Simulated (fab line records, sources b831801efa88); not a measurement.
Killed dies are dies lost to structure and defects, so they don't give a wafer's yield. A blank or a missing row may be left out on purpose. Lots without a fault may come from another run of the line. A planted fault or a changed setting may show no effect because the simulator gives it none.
Split-lot experiment | flow sky130 | 5 lots, 23 wafers read, on a route of 708 steps

THE SPLIT
At SKY_SD_N_EXPOSE_04 (exposes mask NSDM, target cd 380 nm), the setting dose_mj was moved away from the recipe's 141 on 7 of the 23 wafers read, by -3.9% to +7.2%. The other wafers ran this setting at the recipe's value.

FROM THE SPLIT TO THE READING: what the file shows between them, 2 steps
- SKY_SD_N_PEB_05
- SKY_SD_N_DEVELOP_06: develop time 60 s

THE READING
cd_nm, in nm, at SKY_SD_N_CD_MEAS_07 (target cd 380 nm). Fault-free wafers of this fab line usually give 379.3 nm, standard deviation 2.4 nm.

wafer  | tool, chamber at the split | dose_mj as run | against the recipe | cd_nm, nm | against lot-mates on the recipe
L074.1 | iline_stepper-02, 0        | 141            | recipe             | 381.0     | -
L074.3 | iline_stepper-02, 0        | 141            | recipe             | 382.0     | -
L074.4 | iline_stepper-02, 0        | 141            | recipe             | 383.4     | -
L074.5 | iline_stepper-02, 0        | 135.5          | -3.9%              | 373.0     | -9.1
L074.6 | iline_stepper-02, 0        | 135.5          | -3.9%              | 369.4     | -12.7
L075.1 | iline_stepper-02, 0        | 141            | recipe             | 377.4     | -
L075.3 | iline_stepper-02, 0        | 141            | recipe             | 374.7     | -
L075.4 | iline_stepper-02, 0        | 141            | recipe             | 375.4     | -
L079.1 | iline_stepper-02, 0        | 141            | recipe             | 380.2     | -
L079.2 | iline_stepper-02, 0        | 151.2          | +7.2%              | 400.9     | +20.6
L079.4 | iline_stepper-02, 0        | 151.2          | +7.2%              | 402.2     | +21.9
L079.5 | iline_stepper-02, 0        | 141            | recipe             | 380.3     | -
L079.6 | iline_stepper-02, 0        | 151.2          | +7.2%              | 401.5     | +21.2
L082.2 | iline_stepper-01, 0        | 141            | recipe             | 372.8     | -
L082.3 | iline_stepper-01, 0        | 141            | recipe             | 376.9     | -
L082.4 | iline_stepper-01, 0        | 141            | recipe             | 376.4     | -
L082.5 | iline_stepper-01, 0        | 138.1          | -2.1%              | 367.0     | -8.4
L082.6 | iline_stepper-01, 0        | 138.1          | -2.1%              | 371.5     | -3.9
L084.1 | iline_stepper-01, 0        | 141            | recipe             | 381.4     | -
L084.2 | iline_stepper-01, 0        | 141            | recipe             | 379.3     | -
L084.3 | iline_stepper-01, 0        | 141            | recipe             | 379.5     | -
L084.5 | iline_stepper-01, 0        | 141            | recipe             | 377.9     | -
L084.6 | iline_stepper-01, 0        | 141            | recipe             | 381.1     | -

THE FIT
A straight line over all 23 wafers: cd_nm changes by +3.01 nm for each +1% of dose_mj; r = +0.95; the points scatter about the line by 3.1 nm.
The same after taking each lot's own level away (the mean of its wafers on the recipe; 23 wafers): +2.92 nm for each +1%; r = +0.99; scatter 1.4 nm.
On that fit, the largest move of dose_mj shifts the reading by 21 nm.
The lots' own levels span 375.37 to 382.13 nm, that is 2.8 times the standard deviation above.
So the lot-to-lot level changes the slope little: the two slopes agree.
Check: with one of the wafers moved furthest among these (+7.2%) left out of the fit, the line predicts +21.4 nm for it against its lot-mates. It came out at +20.6 nm against them.

OTHER SPLITS ON THESE WAFERS
These wafers also went through other splits before the reading. Each is held against what the fit with the lots' levels taken away leaves over:
other split on the same wafers      | wafers away from the commonest value | r with cd_nm (lot level and that fit taken away)
SKY_SONOS_ONO_CVD_04 time_s         | 15                                   | -0.04
SKY_RES_PROTECT_SOFTBAKE_03 temp_c  | 8                                    | -0.04
SKY_POLY_GATE_ETCH_16 time_s        | 12                                   | +0.03
SKY_LDD_P_COAT_02 resist_thk_nm     | 5                                    | -0.25
SKY_LDD_P_DEVELOP_06 develop_time_s | 7                                    | +0.06
SKY_SD_P_IMPLANT_09 dose_cm2        | 10                                   | -0.39
SKY_RES_XHIGH_STRIP_08 power_w      | 10                                   | -0.09

THE FILE'S OWN FIT
cd_nm changes by +2.92 nm for each +1% of dose_mj, r = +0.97.
